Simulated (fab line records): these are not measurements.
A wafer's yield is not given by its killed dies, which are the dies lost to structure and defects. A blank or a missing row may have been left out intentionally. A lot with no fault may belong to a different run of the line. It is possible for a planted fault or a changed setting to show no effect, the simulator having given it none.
fab line records	flow sky130	part 1 of 2: steps 1 to 25 of 36
record lots=5	wafers=15	last-day=49
route steps=708 shown VT_ADJUST_HVTR@131 VT_ADJUST_PCH@143 SONOS_TUNNEL@154
lots that met no fault: from a run of the same line without faults
start-h: hours from the record's first day to the start of the lot's first wafer shown	wait-h: hours since the lot's step before	" unchanged from the row above	L1.1+2: a row that stands for several wafers	- no value, or no start was given	* or withheld: withheld	< > ~ a bound
route shown NAME@n: NAME is a module with steps in the file, n the number in the route of the first one	usual: the fault-free wafers' mean and standard deviation	same: alike in all rows	chamber/n: place in a boat	sites: each site's reading	_std_site: the standard deviation of these	_edge_site: outer sites' mean less inner sites'	radius-mm: for every site, how far away it sits from the centre of the wafer	mask NAME#n: copy n	behind: the last tool/chamber to shape the wafer	hold: why the lot went on hold/how many hours it stayed there/how the hold came to an end	device: transistor that didn't switch, given as n, p or np	end of line: the tests these same wafers got at the end of their route	a step without rows: its recipe alone	killed: at the first sort, the dies lost to defects and structure; wafer yield is something else	map: a wafer's dies, x killed, . not, _ none there
set.NAME: the run value of the setting; set.NAME@STEP: its run value at that earlier step	model.NAME: the simulator's own value behind a step, which no gauge read
lots at some steps of the route; a table a step, a row a wafer
services: when a tool's chamber went out of use (start-h, in hours from the record's first day, below 0 if earlier), for how many hours, and the reason
## steps
# step SKY_VT_ADJUST_HVTR_DEHYDRATE_00
# recipe temp-c=200	time-s=60
# usual chill-plate-temp-C=23.00/0.11
# same time-s=60
lot.wafer	tool	chamber	start-h	wait-h	chill-plate-temp-C
L074.4	litho-track-03	0	189.94	9.1	23.14
L074.5	"	0	"	"	23.00
L074.6	"	0	"	"	22.94
L079.1	litho-track-04	0	220.01	9.8	22.76
L079.2	"	0	"	"	22.89
L079.6	"	0	"	"	22.98
L078.1	litho-track-04	0	221.81	10.5	22.98
L078.3	"	0	"	"	23.25
L078.6	"	0	"	"	23.01
L085.4	litho-track-01	0	264.73	11.0	23.06
L085.5	"	0	"	"	22.92
L085.6	"	0	"	"	23.14
L092.1	litho-track-01	0	317.36	12.6	23.01
L092.2	"	0	"	"	23.05
L092.5	"	0	"	"	23.08
# step SKY_VT_ADJUST_HVTR_HMDS_01
# recipe prime-time-s=60	prime-temp-c=120
# usual chill-plate-temp-C=23.02/0.12
lot.wafer	tool	chamber	start-h	wait-h	chill-plate-temp-C
L074.4	litho-track-03	0	190.09	0.1	23.04
L074.5	"	0	"	"	23.13
L074.6	"	0	"	"	22.95
L079.1	litho-track-04	0	220.16	0.1	23.17
L079.2	"	0	"	"	23.11
L079.6	"	0	"	"	23.02
L078.1	litho-track-04	0	221.96	0.1	23.05
L078.3	"	0	"	"	23.05
L078.6	"	0	"	"	23.06
L085.4	litho-track-01	0	264.88	0.1	23.09
L085.5	"	0	"	"	23.12
L085.6	"	0	"	"	23.13
L092.1	litho-track-01	0	317.51	0.1	22.91
L092.2	"	0	"	"	22.84
L092.5	"	0	"	"	22.73
# step SKY_VT_ADJUST_HVTR_COAT_02
# recipe resist=NOVOLAK	spin-rpm=3000	resist-thk-nm=1140
# usual chill-plate-temp-C=22.97/0.1
lot.wafer	tool	chamber	start-h	wait-h	chill-plate-temp-C
L074.4	litho-track-03	0	190.24	0.1	23.13
L074.5	"	0	"	"	23.19
L074.6	"	0	"	"	22.94
L079.1	litho-track-04	0	220.31	0.1	22.84
L079.2	"	0	"	"	22.81
L079.6	"	0	"	"	23.07
L078.1	litho-track-04	0	222.11	0.1	22.91
L078.3	"	0	"	"	22.99
L078.6	"	0	"	"	22.97
L085.4	litho-track-01	0	265.03	0.1	22.87
L085.5	"	0	"	"	22.88
L085.6	"	0	"	"	22.81
L092.1	litho-track-01	0	317.66	0.1	23.01
L092.2	"	0	"	"	22.94
L092.5	"	0	"	"	23.01
# step SKY_VT_ADJUST_HVTR_SOFTBAKE_03
# recipe temp-c=90	time-s=60	resist=NOVOLAK
# usual chill-plate-temp-C=22.98/0.11
# same time-s=60
lot.wafer	tool	chamber	start-h	wait-h	chill-plate-temp-C
L074.4	litho-track-03	0	190.39	0.1	23.08
L074.5	"	0	"	"	23.14
L074.6	"	0	"	"	23.07
L079.1	litho-track-04	0	220.46	0.1	23.01
L079.2	"	0	"	"	22.95
L079.6	"	0	"	"	22.80
L078.1	litho-track-04	0	222.26	0.1	23.00
L078.3	"	0	"	"	23.06
L078.6	"	0	"	"	23.03
L085.4	litho-track-01	0	265.18	0.1	22.94
L085.5	"	0	"	"	22.88
L085.6	"	0	"	"	22.87
L092.1	litho-track-01	0	317.81	0.1	22.76
L092.2	"	0	"	"	23.15
L092.5	"	0	"	"	23.01
# step SKY_VT_ADJUST_HVTR_EXPOSE_04
# recipe mask-id=HVTRM	target-cd-nm=380	na=0.6	source-shape=conventional	sigma-outer=0.6	dose-mj=150
lot.wafer	tool	chamber	start-h	wait-h	mask
L074.4+5+6	iline-stepper-01	0	-	-	HVTRM#0
L079.1+2+6	iline-stepper-02	0	-	-	HVTRM#0
L078.1+3+6	iline-stepper-02	0	-	-	HVTRM#0
L085.4+5+6	iline-stepper-01	0	-	-	HVTRM#0
L092.1+2+5	iline-stepper-02	0	-	-	HVTRM#0
# step SKY_VT_ADJUST_HVTR_PEB_05
# recipe temp-c=withheld	time-s=*	resist=NOVOLAK
# usual chill-plate-temp-C=*
# same time-s=*
lot.wafer	tool	chamber	start-h	wait-h	chill-plate-temp-C
L074.4	litho-track-01	0	-	-	*
L074.5	"	0	"	"	*
L074.6	"	0	"	"	*
L079.1	litho-track-03	0	-	-	*
L079.2	"	0	"	"	*
L079.6	"	0	"	"	*
L078.1	litho-track-01	0	-	-	*
L078.3	"	0	"	"	*
L078.6	"	0	"	"	*
L085.4	litho-track-03	0	-	-	*
L085.5	"	0	"	"	*
L085.6	"	0	"	"	*
L092.1	litho-track-04	0	-	-	*
L092.2	"	0	"	"	*
L092.5	"	0	"	"	*
# step SKY_VT_ADJUST_HVTR_DEVELOP_06
# recipe develop-time-s=60	dev-temp-c=23
# usual chill-plate-temp-C=23.01/0.1	developer-temp-C=23.00/0.1
# same develop-time-s=60
lot.wafer	tool	chamber	start-h	wait-h	chill-plate-temp-C	developer-temp-C
L074.4	litho-track-01	0	201.98	0.1	23.09	22.94
L074.5	"	0	"	"	22.98	22.92
L074.6	"	0	"	"	22.92	22.76
L079.1	litho-track-03	0	231.87	0.1	22.91	22.95
L079.2	"	0	"	"	23.16	22.89
L079.6	"	0	"	"	23.01	22.94
L078.1	litho-track-01	0	233.51	0.1	22.94	23.00
L078.3	"	0	"	"	23.00	22.96
L078.6	"	0	"	"	22.88	22.93
L085.4	litho-track-03	0	277.24	0.1	23.12	22.90
L085.5	"	0	"	"	23.18	22.97
L085.6	"	0	"	"	23.03	22.93
L092.1	litho-track-04	0	330.66	0.1	22.92	22.74
L092.2	"	0	"	"	22.89	22.91
L092.5	"	0	"	"	22.80	22.87
# step SKY_VT_ADJUST_HVTR_CD_MEAS_07
# recipe target-cd-nm=380
# usual cd-nm=380.9/2.5
lot.wafer	tool	chamber	start-h	wait-h	cd-nm
L074.4	cd-sem-01	-	202.12	0.1	380.5
L074.5	"	-	"	"	377.6
L074.6	"	-	"	"	381.4
L079.1	cd-sem-01	-	232.08	0.2	383.7
L079.2	"	-	"	"	383.0
L079.6	"	-	"	"	383.5
L078.1	cd-sem-01	-	233.66	0.1	377.3
L078.3	"	-	"	"	377.5
L078.6	"	-	"	"	378.2
L085.4	cd-sem-01	-	277.38	0.1	378.4
L085.5	"	-	"	"	379.0
L085.6	"	-	"	"	379.3
L092.1	cd-sem-01	-	330.81	0.1	379.4
L092.2	"	-	"	"	377.4
L092.5	"	-	"	"	377.0
# step SKY_VT_ADJUST_HVTR_OVL_MEAS_08
# usual VT_ADJUST_HVTR_OVL=0.2/1.4
lot.wafer	tool	chamber	start-h	wait-h	VT_ADJUST_HVTR_OVL[nm]
L074.4	overlay-02	-	202.20	0.1	1.0
L074.5	"	-	"	"	1.9
L074.6	"	-	"	"	0.7
L079.1	overlay-01	-	232.20	0.1	1.7
L079.2	"	-	"	"	1.3
L079.6	"	-	"	"	3.6
L078.1	overlay-02	-	233.78	0.1	0.1
L078.3	"	-	"	"	0.4
L078.6	"	-	"	"	0.2
L085.4	overlay-01	-	277.45	0.1	-0.3
L085.5	"	-	"	"	0.7
L085.6	"	-	"	"	-0.8
L092.1	overlay-02	-	330.93	0.1	1.5
L092.2	"	-	"	"	0.7
L092.5	"	-	"	"	2.5
# step SKY_VT_ADJUST_HVTR_IMPLANT_09
# recipe species=B	energy-kev=10	dose-cm2=2.062e+12	tilt-deg=withheld
# usual beam-on-s=10.02/0.19
lot.wafer	tool	chamber	start-h	wait-h	beam-on-s
L074.4	implanter-04	0	202.29	0.1	10.08
L074.5	"	0	"	"	9.93
L074.6	"	0	"	"	10.07
L079.1	implanter-03	0	232.23	0.0	9.79
L079.2	"	0	"	"	10.23
L079.6	"	0	"	"	10.06
L078.1	implanter-03	0	233.81	0.0	9.99
L078.3	"	0	"	"	9.67
L078.6	"	0	"	"	10.07
L085.4	implanter-04	0	277.55	0.1	9.94
L085.5	"	0	"	"	9.89
L085.6	"	0	"	"	9.89
L092.1	implanter-04	0	330.97	0.0	9.94
L092.2	"	0	"	"	10.16
L092.5	"	0	"	"	10.02
# step SKY_VT_ADJUST_HVTR_STRIP_10
# recipe chemistry=O2/N2	power-w=1400	pressure-mtorr=1500	platen-temp-c=withheld	o2-flow-sccm=3000	n2-flow-sccm=300	overash-fraction=0.5
# usual drypump-motor-current-A=6.0/0.42	oes-product-au=0.715/0.0045	strip-time-to-endpoint-s=14.17/0.037
lot.wafer	tool	chamber	start-h	wait-h	drypump-motor-current-A	oes-product-au	rf-hours-counter-h	strip-time-to-endpoint-s
L074.4	plasma-asher-03	0	202.40	0.1	6.5	0.714	-	14.05
L074.5	"	1	"	"	5.5	0.718	-	14.10
L074.6	"	0	"	"	6.5	0.720	-	14.07
L079.1	plasma-asher-01	0	232.38	0.1	5.5	0.718	51	14.20
L079.2	"	1	"	"	5.9	0.708	51	14.18
L079.6	"	0	"	"	5.5	0.716	-	14.20
L078.1	plasma-asher-03	1	233.96	0.1	5.5	0.708	44	14.20
L078.3	"	1	"	"	5.5	0.715	-	14.19
L078.6	"	1	"	"	5.5	0.710	-	14.22
L085.4	plasma-asher-04	0	277.65	0.1	6.5	0.712	-	14.15
L085.5	"	1	"	"	6.0	0.709	-	14.13
L085.6	"	0	"	"	6.4	0.715	-	14.12
L092.1	plasma-asher-04	1	331.12	0.1	6.0	0.723	61	14.10
L092.2	"	0	"	"	6.4	0.715	61	14.13
L092.5	"	1	"	"	6.0	0.713	-	14.12
# step SKY_VT_ADJUST_HVTR_TW_MEAS_11
# usual VT_ADJUST_HVTR_TW=209.6/0.96
lot.wafer	tool	chamber	start-h	wait-h	VT_ADJUST_HVTR_TW
L074.4	film-metro-03	-	202.49	0.1	208.3
L074.5	"	-	"	"	209.2
L074.6	"	-	"	"	209.1
L079.1	film-metro-04	-	232.48	0.1	208.4
L079.2	"	-	"	"	209.6
L079.6	"	-	"	"	210.7
L078.1	film-metro-03	-	234.06	0.1	209.7
L078.3	"	-	"	"	210.1
L078.6	"	-	"	"	210.4
L085.4	film-metro-03	-	277.75	0.1	209.1
L085.5	"	-	"	"	209.3
L085.6	"	-	"	"	209.9
L092.1	film-metro-04	-	331.22	0.1	208.5
L092.2	"	-	"	"	209.1
L092.5	"	-	"	"	210.8
# step SKY_VT_ADJUST_PCH_DEHYDRATE_00
# recipe temp-c=200	time-s=60
# usual chill-plate-temp-C=23.01/0.1
# same time-s=60
lot.wafer	tool	chamber	start-h	wait-h	chill-plate-temp-C
L074.4	litho-track-01	0	211.83	9.3	23.11
L074.5	"	0	"	"	22.97
L074.6	"	0	"	"	23.12
L079.1	litho-track-02	0	243.12	10.6	23.06
L079.2	"	0	"	"	22.88
L079.6	"	0	"	"	22.88
L078.1	litho-track-02	0	245.67	11.6	22.98
L078.3	"	0	"	"	23.07
L078.6	"	0	"	"	23.13
L085.4	litho-track-04	0	289.23	11.5	23.01
L085.5	"	0	"	"	22.99
L085.6	"	0	"	"	23.09
L092.1	litho-track-01	0	344.66	13.4	23.00
L092.2	"	0	"	"	22.82
L092.5	"	0	"	"	22.86
# step SKY_VT_ADJUST_PCH_HMDS_01
# recipe prime-time-s=60	prime-temp-c=120
# usual chill-plate-temp-C=22.98/0.11
lot.wafer	tool	chamber	start-h	wait-h	chill-plate-temp-C
L074.4	litho-track-01	0	211.98	0.1	22.76
L074.5	"	0	"	"	22.82
L074.6	"	0	"	"	22.86
L079.1	litho-track-02	0	243.27	0.1	22.95
L079.2	"	0	"	"	23.30
L079.6	"	0	"	"	23.04
L078.1	litho-track-02	0	245.82	0.1	23.07
L078.3	"	0	"	"	23.10
L078.6	"	0	"	"	23.12
L085.4	litho-track-04	0	289.38	0.1	22.92
L085.5	"	0	"	"	22.86
L085.6	"	0	"	"	22.92
L092.1	litho-track-01	0	344.81	0.1	22.93
L092.2	"	0	"	"	22.87
L092.5	"	0	"	"	22.93
# step SKY_VT_ADJUST_PCH_COAT_02
# recipe spin-rpm=2000	resist-thk-nm=3000
# usual chill-plate-temp-C=22.99/0.11
lot.wafer	tool	chamber	start-h	wait-h	chill-plate-temp-C
L074.4	litho-track-01	0	212.13	0.1	22.93
L074.5	"	0	"	"	23.04
L074.6	"	0	"	"	22.96
L079.1	litho-track-02	0	243.42	0.1	22.94
L079.2	"	0	"	"	23.03
L079.6	"	0	"	"	23.04
L078.1	litho-track-02	0	245.97	0.1	23.08
L078.3	"	0	"	"	23.05
L078.6	"	0	"	"	23.01
L085.4	litho-track-04	0	289.53	0.1	23.08
L085.5	"	0	"	"	22.87
L085.6	"	0	"	"	23.03
L092.1	litho-track-01	0	344.96	0.1	22.92
L092.2	"	0	"	"	22.93
L092.5	"	0	"	"	23.07
# step SKY_VT_ADJUST_PCH_SOFTBAKE_03
# recipe temp-c=110	time-s=withheld
# usual chill-plate-temp-C=23.01/0.092
lot.wafer	tool	chamber	start-h	wait-h	chill-plate-temp-C
L074.4	litho-track-01	0	212.31	0.1	22.91
L074.5	"	0	"	"	22.93
L074.6	"	0	"	"	23.00
L079.1	litho-track-02	0	243.57	0.1	22.95
L079.2	"	0	"	"	23.09
L079.6	"	0	"	"	22.94
L078.1	litho-track-02	0	246.12	0.1	23.15
L078.3	"	0	"	"	23.16
L078.6	"	0	"	"	23.04
L085.4	litho-track-04	0	289.71	0.1	23.05
L085.5	"	0	"	"	23.03
L085.6	"	0	"	"	23.08
L092.1	litho-track-01	0	345.11	0.1	22.86
L092.2	"	0	"	"	23.10
L092.5	"	0	"	"	22.97
# step SKY_VT_ADJUST_PCH_EXPOSE_04
# recipe mask-id=NWM	na=0.6	source-shape=conventional	sigma-outer=0.6	polarization=unpolarized	target-cd-nm=840	dose-mj=255
lot.wafer	tool	chamber	start-h	wait-h	mask
L074.4+5+6	iline-stepper-01	0	-	-	NWM#0
L079.1+2+6	iline-stepper-02	0	-	-	NWM#0
L078.1+3+6	iline-stepper-02	0	-	-	NWM#0
L085.4+5+6	iline-stepper-01	0	-	-	NWM#0
L092.1+2+5	iline-stepper-02	0	-	-	NWM#0
# step SKY_VT_ADJUST_PCH_PEB_05
# recipe temp-c=115	time-s=withheld
# usual chill-plate-temp-C=23.01/0.094
lot.wafer	tool	chamber	start-h	wait-h	chill-plate-temp-C
L074.4	litho-track-01	0	-	-	23.01
L074.5	"	0	"	"	23.08
L074.6	"	0	"	"	23.07
L079.1	litho-track-01	0	-	-	23.20
L079.2	"	0	"	"	22.98
L079.6	"	0	"	"	23.10
L078.1	litho-track-02	0	-	-	23.12
L078.3	"	0	"	"	23.13
L078.6	"	0	"	"	22.91
L085.4	litho-track-02	0	-	-	23.05
L085.5	"	0	"	"	23.03
L085.6	"	0	"	"	23.16
L092.1	litho-track-04	0	-	-	22.92
L092.2	"	0	"	"	22.86
L092.5	"	0	"	"	23.07
# step SKY_VT_ADJUST_PCH_DEVELOP_06
# recipe wall-angle-deg=90	developer=TMAH	develop-time-s=60	dev-temp-c=23
# usual chill-plate-temp-C=23.01/0.11	developer-temp-C=23.02/0.095
# same develop-time-s=60
lot.wafer	tool	chamber	start-h	wait-h	chill-plate-temp-C	developer-temp-C
L074.4	litho-track-01	0	-	-	23.08	22.95
L074.5	"	0	"	"	23.13	23.00
L074.6	"	0	"	"	23.08	23.06
L079.1	litho-track-01	0	-	-	22.90	23.18
L079.2	"	0	"	"	22.89	23.14
L079.6	"	0	"	"	23.03	23.12
L078.1	litho-track-02	0	-	-	22.97	22.98
L078.3	"	0	"	"	23.09	22.84
L078.6	"	0	"	"	22.81	23.02
L085.4	litho-track-02	0	-	-	22.93	23.06
L085.5	"	0	"	"	22.99	23.13
L085.6	"	0	"	"	23.05	23.00
L092.1	litho-track-04	0	-	-	23.10	23.06
L092.2	"	0	"	"	23.05	22.88
L092.5	"	0	"	"	23.21	22.84
# step SKY_VT_ADJUST_PCH_OVL_MEAS_07
# usual VT_ADJUST_PCH_OVL=1.5/1.4
lot.wafer	tool	chamber	start-h	wait-h	VT_ADJUST_PCH_OVL[nm]
L074.4	overlay-02	-	224.17	-	2.0
L074.5	"	-	"	"	2.0
L074.6	"	-	"	"	1.4
L079.1	overlay-02	-	256.66	-	2.4
L079.2	"	-	"	"	0.6
L079.6	"	-	"	"	0.8
L078.1	overlay-02	-	258.32	-	2.6
L078.3	"	-	"	"	3.9
L078.6	"	-	"	"	1.6
L085.4	overlay-01	-	302.69	-	-0.2
L085.5	"	-	"	"	0.8
L085.6	"	-	"	"	-2.1
L092.1	overlay-01	-	359.26	-	-0.6
L092.2	"	-	"	"	0.7
L092.5	"	-	"	"	0.5
# step SKY_VT_ADJUST_PCH_IMPLANT_08
# recipe species=B	energy-kev=10	dose-cm2=5e+11	tilt-deg=withheld
# usual beam-on-s=10.01/0.22
lot.wafer	tool	chamber	start-h	wait-h	beam-on-s
L074.4	implanter-01	0	224.27	0.1	9.97
L074.5	"	0	"	"	10.09
L074.6	"	0	"	"	10.22
L079.1	implanter-01	0	256.69	0.0	10.03
L079.2	"	0	"	"	10.15
L079.6	"	0	"	"	9.98
L078.1	implanter-01	0	258.36	0.0	10.34
L078.3	"	0	"	"	9.58
L078.6	"	0	"	"	10.18
L085.4	implanter-03	0	302.78	0.1	9.69
L085.5	"	0	"	"	10.19
L085.6	"	0	"	"	9.64
L092.1	implanter-03	0	359.29	0.0	10.16
L092.2	"	0	"	"	10.14
L092.5	"	0	"	"	10.27
# step SKY_VT_ADJUST_PCH_STRIP_09
# recipe chemistry=O2/N2	power-w=1400	pressure-mtorr=1500	platen-temp-c=withheld	o2-flow-sccm=3000	n2-flow-sccm=300	overash-fraction=0.5
# usual drypump-motor-current-A=5.6/0.46	oes-product-au=0.722/0.0044	strip-time-to-endpoint-s=36.92/0.11
lot.wafer	tool	chamber	start-h	wait-h	drypump-motor-current-A	oes-product-au	rf-hours-counter-h	strip-time-to-endpoint-s
L074.4	plasma-asher-01	1	224.38	0.1	5.9	0.727	-	36.90
L074.5	"	1	"	"	5.9	0.724	-	36.75
L074.6	"	0	"	"	5.5	0.728	-	36.83
L079.1	plasma-asher-01	1	256.84	0.1	5.9	0.724	54	36.85
L079.2	"	0	"	"	5.5	0.723	54	36.73
L079.6	"	1	"	"	5.9	0.719	-	36.90
L078.1	plasma-asher-02	1	258.51	0.1	4.9	0.725	15	37.07
L078.3	"	1	"	"	4.9	0.722	-	37.05
L078.6	"	0	"	"	5.7	0.724	-	37.10
L085.4	plasma-asher-02	1	302.89	0.1	4.9	0.725	-	36.92
L085.5	"	0	"	"	5.8	0.722	-	37.01
L085.6	"	1	"	"	4.9	0.717	-	36.97
L092.1	plasma-asher-02	0	359.44	0.1	5.7	0.714	26	36.91
L092.2	"	1	"	"	4.9	0.720	26	36.90
L092.5	"	1	"	"	4.9	0.723	-	36.91
# step SKY_VT_ADJUST_PCH_TW_MEAS_10
# usual VT_ADJUST_PCH_TW=143.8/1.5
lot.wafer	tool	chamber	start-h	wait-h	VT_ADJUST_PCH_TW
L074.4	film-metro-04	-	224.47	0.1	141.6
L074.5	"	-	"	"	141.0
L074.6	"	-	"	"	142.1
L079.1	film-metro-01	-	256.94	0.1	143.9
L079.2	"	-	"	"	143.9
L079.6	"	-	"	"	143.4
L078.1	film-metro-02	-	258.61	0.1	145.9
L078.3	"	-	"	"	144.7
L078.6	"	-	"	"	145.6
L085.4	film-metro-01	-	302.99	0.1	143.2
L085.5	"	-	"	"	143.8
L085.6	"	-	"	"	144.0
L092.1	film-metro-02	-	359.54	0.1	146.2
L092.2	"	-	"	"	146.0
L092.5	"	-	"	"	146.2
# step SKY_SONOS_TUNNEL_DEHYDRATE_00
# recipe temp-c=200	time-s=60
# usual chill-plate-temp-C=23.03/0.11
# same time-s=60
lot.wafer	tool	chamber	start-h	wait-h	chill-plate-temp-C
L074.4	litho-track-01	0	234.98	10.5	23.21
L074.5	"	0	"	"	22.98
L074.6	"	0	"	"	23.12
L079.1	litho-track-03	0	267.32	10.4	23.23
L079.2	"	0	"	"	23.16
L079.6	"	0	"	"	23.13
L078.1	litho-track-03	0	269.07	10.4	22.90
L078.3	"	0	"	"	23.06
L078.6	"	0	"	"	23.17
L085.4	litho-track-03	0	315.59	12.6	23.07
L085.5	"	0	"	"	22.98
L085.6	"	0	"	"	23.08
L092.1	litho-track-02	0	372.77	13.2	23.01
L092.2	"	0	"	"	23.01
L092.5	"	0	"	"	22.72
# step SKY_SONOS_TUNNEL_HMDS_01
# recipe prime-time-s=60	prime-temp-c=120
# usual chill-plate-temp-C=22.97/0.11
lot.wafer	tool	chamber	start-h	wait-h	chill-plate-temp-C
L074.4	litho-track-01	0	235.13	0.1	23.00
L074.5	"	0	"	"	22.93
L074.6	"	0	"	"	23.18
L079.1	litho-track-03	0	267.47	0.1	22.95
L079.2	"	0	"	"	23.01
L079.6	"	0	"	"	23.06
L078.1	litho-track-03	0	269.22	0.1	22.99
L078.3	"	0	"	"	23.04
L078.6	"	0	"	"	23.06
L085.4	litho-track-03	0	315.74	0.1	23.06
L085.5	"	0	"	"	23.02
L085.6	"	0	"	"	22.92
L092.1	litho-track-02	0	372.92	0.1	23.08
L092.2	"	0	"	"	22.93
L092.5	"	0	"	"	23.03
